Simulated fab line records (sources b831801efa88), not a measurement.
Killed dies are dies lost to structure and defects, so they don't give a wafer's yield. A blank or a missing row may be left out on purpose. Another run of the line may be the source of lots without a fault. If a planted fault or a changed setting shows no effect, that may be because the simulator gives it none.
fab line records    flow sfqLine
[record] lots = 7  wafers = 19  lastDay = 85
route steps=325 shown R5@224 I5@228
lots untouched by any fault: they come from a run of this same line in which no faults occurred
startH: start of the lot's first displayed wafer, in hours after the record's first day    waitH: how many hours have passed since the lot's step before this one    " identical to the entry in the row above    L1.1+2: a single row standing in for several wafers    - either no value or no given start    * or withheld: withheld    < > ~ a bound
route shown NAME@n: NAME is a module with steps in the file, n the number in the route of the first one    usual: the fault-free wafers' mean and standard deviation    same: alike in all rows    chamber/n: place in a boat    sites: readings site by site    _std_site: standard deviation of those values    _edge_site: inner sites' mean taken away from outer sites' mean    radiusMm: for every site, how far away it sits from the centre of the wafer    mask NAME#n: copy n    behind: the most recent tool/chamber to have shaped the wafer    hold: cause of the lot's hold/its duration in hours/its outcome    device: names the non-switching transistor (n, p or np)    end of line: the tests these same wafers got at the end of their route    step lacking rows: just its recipe    killed: not the wafer's yield, but the dies lost to structure and defects at the first sort    map: a wafer's dies, marking killed ones x, the rest . and places with no die _
set.NAME: the setting the step ran with; set.NAME@STEP: the setting that earlier step ran with    model.NAME: the simulator's own value behind a step, which no gauge read
lots at selected steps of the route; one table per step, one row per wafer
services: when a tool's chamber went out of use (startH, in hours from the record's first day, below 0 if earlier), for how many hours, and the reason
[[steps]]
[step SFQ_TRILAYER_R5_BARC_OPEN_METAL_ETCH_177]
[recipe] maskMaterial = PR  chemistry = O2  targetDepthNm = 125  target = BARC  icpW = 600  biasW = 80  pressureMtorr = 10  timeS = 41.7
[usual] drypumpMotorCurrentA = 6.1/0.45  oesProductAu = 0.685/0.0046
lot.wafer  tool         chamber  startH   waitH  drypumpMotorCurrentA  oesProductAu  rfHoursCounterH
L613.3     rieMetal-01  1        1379.98  0.0    5.3                   0.684         -
L613.5     "            1        "        "      5.3                   0.678         -
L613.6     "            0        "        "      5.6                   0.686         -
L615.3     rieMetal-01  0        1384.78  0.0    5.6                   0.688         -
L615.4     "            1        "        "      5.3                   0.683         -
L615.6     "            1        "        "      5.3                   0.687         -
L625.1     rieMetal-02  0        1469.81  0.0    5.4                   0.694         90
L625.5     "            0        "        "      5.4                   0.687         -
L627.1     rieMetal-02  1        1472.81  0.0    6.2                   0.685         113
L627.4     "            1        "        "      6.2                   0.687         -
L627.6     "            0        "        "      5.4                   0.677         -
L628.3     rieMetal-03  1        1476.08  0.0    6.5                   0.679         -
L628.5     "            1        "        "      6.6                   0.688         -
L632.4     rieMetal-03  1        1495.28  0.0    6.6                   0.684         -
L632.5     "            1        "        "      6.6                   0.690         -
L632.6     "            0        "        "      6.2                   0.683         -
L633.1     rieMetal-02  0        1496.46  0.0    5.4                   0.686         95
L633.3     "            0        "        "      5.4                   0.684         -
L633.6     "            0        "        "      5.4                   0.679         -
[step SFQ_TRILAYER_R5_ETCH_METAL_ETCH_139]
[recipe] stopOn = SiO2  maskMaterial = PR  chemistry = Cl2  targetDepthNm = 60  icpW = 600  biasW = 80  pressureMtorr = 10  timeS = 40
[usual] drypumpMotorCurrentA = 6.1/0.45  oesProductAu = 0.992/0.0056
lot.wafer  tool         chamber  startH   waitH  drypumpMotorCurrentA  oesProductAu  rfHoursCounterH
L613.3     rieMetal-01  1        1380.04  0.0    5.3                   0.985         -
L613.5     "            1        "        "      5.3                   0.997         -
L613.6     "            0        "        "      5.6                   0.995         -
L615.3     rieMetal-01  0        1384.84  0.0    5.6                   0.997         -
L615.4     "            1        "        "      5.3                   0.986         -
L615.6     "            1        "        "      5.3                   0.995         -
L625.1     rieMetal-02  0        1469.87  0.0    5.4                   0.993         90
L625.5     "            0        "        "      5.4                   0.986         -
L627.1     rieMetal-02  1        1472.87  0.0    6.2                   1.000         113
L627.4     "            1        "        "      6.2                   0.992         -
L627.6     "            0        "        "      5.4                   0.990         -
L628.3     rieMetal-03  1        1476.14  0.0    6.6                   0.987         -
L628.5     "            1        "        "      6.5                   0.996         -
L632.4     rieMetal-03  1        1495.34  0.0    6.6                   0.996         -
L632.5     "            1        "        "      6.6                   1.001         -
L632.6     "            0        "        "      6.2                   0.990         -
L633.1     rieMetal-02  0        1496.52  0.0    5.5                   1.000         95
L633.3     "            0        "        "      5.5                   0.989         -
L633.6     "            0        "        "      5.4                   0.988         -
[step SFQ_TRILAYER_R5_STRIP_STRIP_140]
[recipe] gas = O2  powerW = 200  platenTempC = 40  overashFraction = 0.65  chemistry = O2  pressureMtorr = 50
[usual] drypumpMotorCurrentA = 6.1/0.45  oesProductAu = 1.005/0.0083
lot.wafer  tool         chamber  startH   waitH  drypumpMotorCurrentA  oesProductAu  rfHoursCounterH
L613.3     rieMetal-01  1        1380.28  0.2    5.3                   0.999         -
L613.5     "            1        "        "      5.3                   1.007         -
L613.6     "            0        "        "      5.6                   1.020         -
L615.3     rieMetal-01  0        1385.08  0.2    5.6                   1.023         -
L615.4     "            1        "        "      5.3                   0.995         -
L615.6     "            1        "        "      5.3                   0.998         -
L625.1     rieMetal-02  0        1469.93  0.0    5.4                   1.003         90
L625.5     "            0        "        "      5.4                   1.012         -
L627.1     rieMetal-02  1        1472.93  0.0    6.2                   1.014         113
L627.4     "            1        "        "      6.2                   1.016         -
L627.6     "            0        "        "      5.4                   1.002         -
L628.3     rieMetal-03  1        1476.38  0.2    6.6                   1.026         -
L628.5     "            1        "        "      6.6                   1.003         -
L632.4     rieMetal-03  1        1495.58  0.2    6.6                   1.003         -
L632.5     "            1        "        "      6.5                   0.999         -
L632.6     "            0        "        "      6.2                   1.011         -
L633.1     rieMetal-02  0        1496.58  0.0    5.5                   1.020         95
L633.3     "            0        "        "      5.4                   1.005         -
L633.6     "            0        "        "      5.4                   1.004         -
[step SFQ_TRILAYER_R5_STRIP_SOLV_CLEAN_141]
[recipe] chemistry = NMP  tempC = 70  timeS = 600
[step SFQ_TRILAYER_A5C_DEP_PECVD_142]
[recipe] material = SiO2  tempC = 150  timeS = 15.556  pressureTorr = 2.4  rfW = 183.3  precursor = SiH4/N2O  targetThkNm = 70
[usual] heaterPowerW = 86/16  throttleValvePct = 24.5/0.77
lot.wafer  tool      chamber  startH   waitH  heaterPowerW  throttleValvePct
L613.3     pecvd-02  0        1380.86  0.0    74            25.8
L613.5     "         2        "        "      110           24.7
L613.6     "         1        "        "      85            24.9
L615.3     pecvd-04  1        1385.67  0.0    64            24.8
L615.4     "         0        "        "      95            22.7
L615.6     "         1        "        "      64            24.6
L625.1     pecvd-04  0        1470.71  0.0    105           22.9
L625.5     "         1        "        "      68            24.7
L627.1     pecvd-02  1        1473.71  0.0    85            24.5
L627.4     "         1        "        "      84            24.6
L627.6     "         2        "        "      109           24.3
L628.3     pecvd-04  2        1476.96  0.0    87            23.6
L628.5     "         2        "        "      87            23.6
L632.4     pecvd-02  2        1496.19  0.0    110           24.6
L632.5     "         1        "        "      86            24.9
L632.6     "         0        "        "      68            25.4
L633.1     pecvd-04  0        1497.53  0.0    92            23.2
L633.3     "         2        "        "      76            23.4
L633.6     "         1        "        "      65            24.6
[step SFQ_TRILAYER_I5_LITHO_COAT_149]
[recipe] resist = BARC  spinRpm = 3000  resistThkNm = 62
[step SFQ_TRILAYER_I5_LITHO_COAT_144]
[recipe] resist = KrF  spinRpm = 3000  resistThkNm = 650
[step SFQ_TRILAYER_I5_LITHO_SOFTBAKE_148]
[recipe] tempC = withheld  timeS = withheld  resist = KrF
[step SFQ_TRILAYER_I5_LITHO_EXPOSE_145]
[recipe] maskId = I5  na = 0.6  sourceShape = conventional  sigmaOuter = 0.65  targetCdNm = 700  doseMj = 21.3
[step SFQ_TRILAYER_I5_LITHO_PEB_147]
[recipe] pebTempC = 115  pebTimeS = 60  resist = KrF
[step SFQ_TRILAYER_I5_LITHO_DEVELOP_146]
[recipe] timeS = 60  resist = KrF
[step SFQ_I5_OVL_MEAS_936]
[usual] I5_OVL = 0/5.5
lot.wafer  tool        chamber  startH   waitH  I5_OVL[nm]
L613.3     overlay-02  -        1504.26  0.1    -7
L613.5     "           -        "        "      -10
L613.6     "           -        "        "      -12
L615.3     overlay-02  -        1508.79  0.1    1
L615.4     "           -        "        "      9
L615.6     "           -        "        "      3
L625.1     overlay-01  -        1576.95  0.1    1
L625.5     "           -        "        "      1
L627.1     overlay-01  -        1581.75  0.1    9
L627.4     "           -        "        "      -2
L627.6     "           -        "        "      -2
L628.3     overlay-02  -        1586.34  0.1    -1
L628.5     "           -        "        "      -3
L632.4     overlay-01  -        1604.74  0.1    -1
L632.5     "           -        "        "      -7
L632.6     "           -        "        "      -6
L633.1     overlay-01  -        1608.32  0.1    -5
L633.3     "           -        "        "      3
L633.6     "           -        "        "      3
[step SFQ_TRILAYER_I5_BARC_OPEN_VIA_ETCH_200]
[recipe] maskMaterial = PR  chemistry = O2  targetDepthNm = 125  target = BARC  sourceW = 500  biasW = 80  pressureMtorr = 30  timeS = 41.7
[usual] drypumpMotorCurrentA = 5.55/0.25  oesProductAu = 0.685/0.0043
lot.wafer  tool        chamber  startH   waitH  drypumpMotorCurrentA  oesProductAu  rfHoursCounterH  model.KrF_of_TRILAYER_I5_LITHO_COAT_144.thkNm  model.SiO2_of_TRILAYER_A5C_DEP_PECVD_142.thkNm
L613.3     rieDiel-04  3        1504.28  0.0    5.35                  0.683         18               572.9                                          69.71
L613.5     "           0        "        "      5.81                  0.682         -                575.5                                          69.8
L613.6     "           3        "        "      5.37                  0.692         -                573.7                                          70.93
L615.3     rieDiel-04  3        1508.81  0.0    5.37                  0.686         18               571.2                                          70.18
L615.4     "           1        "        "      5.95                  0.682         1                572.9                                          69.75
L615.6     "           0        "        "      5.83                  0.691         -                573.1                                          70.98
L625.1     rieDiel-04  3        1576.99  0.0    5.38                  0.685         19               542.4                                          67.63
L625.5     "           1        "        "      5.94                  0.691         -                541.5                                          69.26
L627.1     rieDiel-04  1        1581.79  0.0    5.96                  0.691         2                541.7                                          69.89
L627.4     "           3        "        "      5.36                  0.679         19               573.3                                          70.58
L627.6     "           0        "        "      5.83                  0.683         -                576.6                                          71.04
L628.3     rieDiel-04  1        1586.37  0.0    5.96                  0.683         2                574.6                                          69.13
L628.5     "           3        "        "      5.39                  0.679         -                542.2                                          70.01
L632.4     rieDiel-01  1        1604.75  0.0    5.54                  0.690         15               576.3                                          71.96
L632.5     "           3        "        "      5.63                  0.686         -                574.9                                          71.36
L632.6     "           0        "        "      5.11                  0.674         -                576.8                                          70.31
L633.1     rieDiel-01  3        1608.35  0.0    5.67                  0.686         7                572.3                                          67.77
L633.3     "           2        "        "      5.42                  0.682         18               570.9                                          67.89
L633.6     "           2        "        "      5.43                  0.682         -                570.2                                          69.67
[step SFQ_TRILAYER_I5_ETCH_VIA_ETCH_147]
[recipe] stopOn = Nb  maskMaterial = PR  chemistry = CHF3  targetDepthNm = 360  sourceW = 500  biasW = 80  pressureMtorr = 30  timeS = withheld
[usual] drypumpMotorCurrentA = 5.55/0.25  oesProductAu = 0.986/0.0076
lot.wafer  tool        chamber  startH   waitH  drypumpMotorCurrentA  oesProductAu
L613.3     rieDiel-04  3        1504.32  0.0    5.37                  0.996
L613.5     "           0        "        "      5.82                  0.966
L613.6     "           3        "        "      5.37                  0.985
L615.3     rieDiel-04  3        1508.85  0.0    5.39                  0.987
L615.4     "           1        "        "      5.96                  0.992
L615.6     "           0        "        "      5.82                  0.975
L625.1     rieDiel-04  3        1577.03  0.0    5.38                  0.993
L625.5     "           1        "        "      5.95                  0.984
L627.1     rieDiel-04  1        1581.83  0.0    5.98                  0.985
L627.4     "           3        "        "      5.37                  0.987
L627.6     "           0        "        "      5.82                  0.975
L628.3     rieDiel-04  1        1586.41  0.0    5.95                  0.986
L628.5     "           3        "        "      5.33                  0.988
L632.4     rieDiel-01  1        1604.79  0.0    5.54                  0.967
L632.5     "           3        "        "      5.65                  0.989
L632.6     "           0        "        "      5.11                  0.980
L633.1     rieDiel-01  3        1608.39  0.0    5.65                  0.987
L633.3     "           2        "        "      5.41                  0.991
L633.6     "           2        "        "      5.41                  0.993
[[services]]
tool         chamber  startH   hours  kind
pecvd-04     -        1362.02  1.9    repair
pecvd-04     2        1379.17  8.1    repair
rieMetal-01  1        1386.96  23.0   repair
rieDiel-04   2        1393.20  10.8   repair
pecvd-04     1        1405.56  9.6    repair
rieMetal-03  -        1406.32  1.4    pm
rieDiel-01   -        1407.52  1.5    repair
pecvd-04     2        1414.51  9.4    repair
pecvd-04     0        1414.66  27.0   repair
pecvd-02     -        1447.58  0.8    repair
rieDiel-01   1        1449.90  15.4   repair
pecvd-04     2        1461.98  11.2   repair
rieMetal-01  -        1466.96  1.0    repair
pecvd-02     -        1489.51  1.6    repair
rieDiel-01   -        1496.27  0.6    repair
rieDiel-01   -        1517.92  2.8    pm
pecvd-02     -        1520.35  2.3    repair
pecvd-02     1        1553.67  22.2   repair
rieMetal-03  0        1555.44  6.7    repair
rieMetal-03  1        1566.50  1.8    repair
rieMetal-02  -        1570.84  1.4    pm
pecvd-04     0        1583.96  8.9    repair
rieMetal-02  -        1598.34  14.6   pm
pecvd-02     -        1600.75  1.0    repair
[[key]]
firstSign none at tools or gauges
[modelEffect] step = SFQ_TRILAYER_I5_BARC_OPEN_VIA_ETCH_200  value = KrF_of_TRILAYER_I5_LITHO_COAT_144.thkNm  without = 573.7  struck = 541.9
metAt SFQ_TRILAYER_I5_BARC_OPEN_VIA_ETCH_200
struckWafers L625.1,L625.5,L627.1,L628.5
onsetBetween 1508.81 1576.99
[fault] kind = processParameterDrift  tool = rieDiel-04  chamber = -  onsetH = 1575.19  steps = SFQ_TRILAYER_I5_BARC_OPEN_VIA_ETCH_200  channel = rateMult  offset = 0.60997  shape = step  endH = 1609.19  scope = struckWafersOnly
